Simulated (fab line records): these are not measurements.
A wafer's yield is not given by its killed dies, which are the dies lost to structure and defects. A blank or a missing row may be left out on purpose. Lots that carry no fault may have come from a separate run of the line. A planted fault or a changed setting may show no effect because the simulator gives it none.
Problem report in the 8D (eight disciplines) form, filled by code + flow gf180mcu + the parts of the form that need people (team, actions taken, sign-off) are left out

1. THE ISSUE
At GF_M5_METAL_ETCH_10, run length s averages 141.8 s over 2 wafers from 2 lots, while fault-free wafers read 153.6 s, standard deviation 0.58. That puts it -20 standard deviations away from the usual mean.
The step: etches the open film in Cl2/BCl3, stops on SiO2, target depth 750.8 nm, time 125.1 s.
First seen on wafer L530.6, day 28 23:05, on rie metal-04. Wafers with a number at this step in the record: 30, from 10 lots. Rule for "out" (also "out of limits"): further than 4 standard deviations from the usual mean. The other wafers with a number count as sound.

2. WHAT IT IS AND WHAT IT IS NOT
| question                    | is                | is not                                                                                       |
|-----------------------------|-------------------|----------------------------------------------------------------------------------------------|
| which readings at this step | run length s      | chamber pressure mTorr, drypump motor current A                                              |
| which lots                  | L530, L532        | L523, L526, L527, L528, L540, L542, L544, L546                                               |
| which wafers of those lots  | L530.6, L532.1    | L530.2, L530.3, L532.2, L532.5                                                               |
| read on which tools         | rie metal-04      | rie metal-02                                                                                 |
| when                        | from day 28 23:05 | up to then (14 sound wafers); but 14 sound wafers of L532, L540, L542, L544, L546 came after |

3. WHAT RULES OUT EACH SUSPECT
Counting: a tool at a process step up to the reading stays a suspect if it ran every lot that is out. Sound lots after the first of them don't rule it out here, since some wafers of a struck lot are sound.
- plasma asher-03 at GF_M4_STRIP_17 (strips in O2/N2): kept. It processed each lot that is out (first: L530, day 26 08:07); up to then, its last sound lot is L528 (day 25 07:49).
- pvd sputter-01 at GF_MIM_SPUTTER_03 (material Ti, target thk 10 nm, time 6.7 s): kept. It processed each lot that is out (first: L530, day 27 07:11); up to then, its last sound lot is L527 (day 25 17:44).
- rie metal-04 at GF_M5_METAL_ETCH_10 (etches the open film in Cl2/BCl3, stops on SiO2, target depth 750.8 nm, time 125.1 s): kept. It processed each lot that is out (first: L530, day 28 23:05); up to then, its last sound lot is L528 (day 28 01:14). On those wafers its own readings are out: run length s.
After the count, these remain: plasma asher-03 at GF_M4_STRIP_17, pvd sputter-01 at GF_MIM_SPUTTER_03 and rie metal-04 at GF_M5_METAL_ETCH_10.

4. THE CAUSE (what the simulator had put in)
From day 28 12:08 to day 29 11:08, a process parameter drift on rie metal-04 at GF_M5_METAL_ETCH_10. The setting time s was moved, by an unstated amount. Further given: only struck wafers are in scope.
This tool is one of the 3 suspects left after counting.

5. SEQUENCE OF EFFECTS, ordered by route
One row per reading whose mean, taken over the struck wafers that have a number, lies over 3 standard deviations from the usual. Readings are gone through only where the record gives a usual standard deviation; hours: the median, over the lots, of the time from a lot's start at the first step in this table giving one to that lot's start at this step; sigmas: the change measured in usual standard deviations.
| hours | step                | reading                  | usual   | on struck wafers | change | sigmas |
|-------|---------------------|--------------------------|---------|------------------|--------|--------|
| 0     | GF_M5_METAL_ETCH_10 | run length s             | 153.6 s | 141.8            | -11.8  | -20    |
| 0     | GF_M5_STRIP_11      | strip time to endpoint s | 7.07 s  | 7.36             | +0.29  | +4.0   |
Its process steps:
- GF_M5_METAL_ETCH_10: etches the open film in Cl2/BCl3, stops on SiO2, target depth 750.8 nm, time 125.1 s.
- GF_M5_STRIP_11: strips in O2/N2.

6. HOW IT WOULD HAVE BEEN CAUGHT EARLIER
First out-of-limits reading in this record: day 28 23:05, which is 11 hours after fault onset at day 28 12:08.
